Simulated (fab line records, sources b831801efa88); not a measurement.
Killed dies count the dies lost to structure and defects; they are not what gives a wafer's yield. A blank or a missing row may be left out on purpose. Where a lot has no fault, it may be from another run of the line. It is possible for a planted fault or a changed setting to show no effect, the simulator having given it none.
One fault through the eyes of 2 desks | flow sky130 | what lay behind the numbers comes last; until then each desk has only its own

== TOOL OWNER'S DESK, lithoTrack-04 ==
The tool's own readings at SKY_VIA2_SOFTBAKE_08 (time 90 s): means of the sampled wafers that have a number, for each lot that ran on this tool. The brackets show how far a lot's mean lies from the usual mean; more than 4 standard deviations puts the lot out of limits, marked OUT.
Columns: A = heaterPowerTotalW at SKY_VIA2_SOFTBAKE_08, usual 57.35 W; B = runLengthS at SKY_VIA2_SOFTBAKE_08, usual 119.17 s
lot  | first seen here | A               | B
L708 | day 36 06:00    | 57.38           | 119.19
L710 | day 36 15:00    | 57.42           | 119.12
L714 | day 38 15:00    | 57.48           | 119.05
L717 | day 39 14:00    | 60.53 (+29) OUT | 105.06 (-88) OUT
L720 | day 40 13:00    | 60.48 (+28) OUT | 105.06 (-88) OUT
This desk's finding: out of limits on L717, L720; first on L717, day 39 14:00 (heaterPowerTotalW at SKY_VIA2_SOFTBAKE_08). L708, L710, L714 stayed within limits.

== THE METROLOGY DESK ==
Means of the sampled wafers that have a number, per lot and without regard to the tool the lot ran on: this is what the gauges read. The brackets show how far a lot's mean lies from the usual mean; more than 4 standard deviations puts the lot out of limits, marked OUT.
Columns: A = VIA1_W_THK at SKY_VIA1_THK_MEAS_23, usual 265 nm; B = METAL2_OVL at SKY_METAL2_OVL_MEAS_16, usual -6 nm
lot  | first seen here | A   | B
L709 | day 34 12:42    | 272 | -3
L708 | day 34 14:19    | 268 | -2
L710 | day 34 22:50    | 266 | -6
L711 | day 35 09:48    | 266 | -7
L713 | day 35 22:08    | 266 | -11
L714 | day 36 22:51    | 264 | 2
L717 | day 37 23:41    | 265 | -8
L719 | day 38 09:53    | 266 | -1
L720 | day 38 23:17    | 265 | -11
L723 | day 39 20:42    | 264 | -10
L725 | day 40 08:50    | 260 | -15
L728 | day 40 15:00    | 262 | -14
This desk's verdict: no lot among the 12 shows anything out of limits.

== BROUGHT TOGETHER ==
An alarm could have come from the tool owner's desk at day 39 14:00, on L717, L720.
At the metrology desk, nothing out of limits was observed.
The metrology desk holds a record of L717, L720, inside its limits.
All the named lots went through SKY_VIA2_SOFTBAKE_08 on lithoTrack-04.

== WHAT THE SIMULATOR PUT IN ==
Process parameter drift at SKY_VIA2_SOFTBAKE_08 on lithoTrack-04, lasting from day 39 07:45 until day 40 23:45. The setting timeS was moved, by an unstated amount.
Shown lots that were struck: L717, L720.
Time in hours from fault onset to the first out-of-limits reading at each desk: the tool owner's desk, 6.
